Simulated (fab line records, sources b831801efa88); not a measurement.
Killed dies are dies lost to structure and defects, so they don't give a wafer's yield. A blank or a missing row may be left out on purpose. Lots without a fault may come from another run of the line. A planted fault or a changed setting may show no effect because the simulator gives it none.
A struck lot beside a sound one | flow sky130 | 15 steps out of a route of 708
Sound: wafers L994.1, L994.3, L994.4. Struck: wafers L998.3, L998.4, L998.5. The cause comes at the end.
At each step with rows: each side's tool, then ch and its chambers, then its first start. Under that, the readings that differ: sound wafers | struck wafers | difference of the means | sigmas: that difference in standard deviations of wafers without a fault.
alike: readings whose means differ by less than 2 such deviations, and words and numbers that are the same on both sides. not compared: withheld readings, readings that some wafer has no value for, bounds like >300 that may hide the same value, and numbers for which the record gives no deviation and whose values overlap.
The two part at a step that has a row with sigmas, a row that says differs or no value, or rows on one side only. Numbers that don't overlap but have no deviation are shown without sigmas and don't part them. A reading that every wafer of one side lacks parts them only if that side has two wafers or more.

first, 1 step without rows for these wafers: SKY_LDD_HVP_IMPLANT_08.
SKY_LDD_HVP_STRIP_09: strips in O2/N2.
  sound on plasma_asher-02 ch 0,1, day 25 21:32; struck on plasma_asher-04 ch 0,1, day 27 12:31
  alike: drypump_motor_current_A, oes_product_au, strip_time_to_endpoint_s
  not compared: rf_hours_counter_h
SKY_LDD_HVP_TW_MEAS_10:
  sound on film_metro-01, day 25 21:38; struck on film_metro-04, day 27 12:36
  reading    | sound       | struck      | difference | sigmas
  LDD_HVP_TW | 448 448 449 | 463 466 464 | +16        | +2
then, 7 steps without rows for these wafers: SKY_LDD_LDN_DEHYDRATE_00 (time 60 s); SKY_LDD_LDN_HMDS_01 (prime time 60 s); SKY_LDD_LDN_COAT_02 (resist thk 1140 nm); SKY_LDD_LDN_SOFTBAKE_03 (time 60 s); SKY_LDD_LDN_EXPOSE_04 (exposes mask LDNTM, target cd 700 nm); SKY_LDD_LDN_PEB_05; SKY_LDD_LDN_DEVELOP_06 (develop time 60 s).
SKY_LDD_LDN_OVL_MEAS_07:
  sound on overlay-01, day 27 02:11; struck on overlay-01, day 28 16:59
  alike: LDD_LDN_OVL
then, 1 step without rows for these wafers: SKY_LDD_LDN_IMPLANT_08.
SKY_LDD_LDN_IMPLANT_09:
  sound on implanter-03 ch 0, day 27 02:22; struck on implanter-02 ch 0, day 28 18:07
  reading            | sound                            | struck                           | difference  | sigmas
  dose_ions_cm2      | 1.2507e+13 1.2499e+13 1.2508e+13 | 1.1806e+13 1.1837e+13 1.1813e+13 | -6.8600e+11 | -53
  faraday_current_uA | 69.3 69.9 70.5                   | 68.1 65.5 66.6                   | -3.2        | -2
then, 1 step without rows for these wafers: SKY_LDD_LDN_IMPLANT_10.
-- the record jumps here: 21 days lie between the struck wafers' starts before and after (it left off in module LDD_LDN and takes up again in module PAD_OPEN, whose first step shown is number 708 of the route) --
SKY_PAD_OPEN_PROBE_99:
  sound on prober-02, day 48 15:24; struck on prober-02, day 49 14:15
  alike: killed_at_M0_to_M3, killed_at_M4_up, killed_at_contacts, killed_at_front_end, killed_at_other, killed_dies, killed_on_rim, killed_open, killed_short

WHERE THEY PART
First at SKY_LDD_HVP_TW_MEAS_10; last, within this record, at SKY_LDD_LDN_IMPLANT_09. Later steps at which nothing parts them and some readings are alike: SKY_PAD_OPEN_PROBE_99.

WHY: what the simulator had put in
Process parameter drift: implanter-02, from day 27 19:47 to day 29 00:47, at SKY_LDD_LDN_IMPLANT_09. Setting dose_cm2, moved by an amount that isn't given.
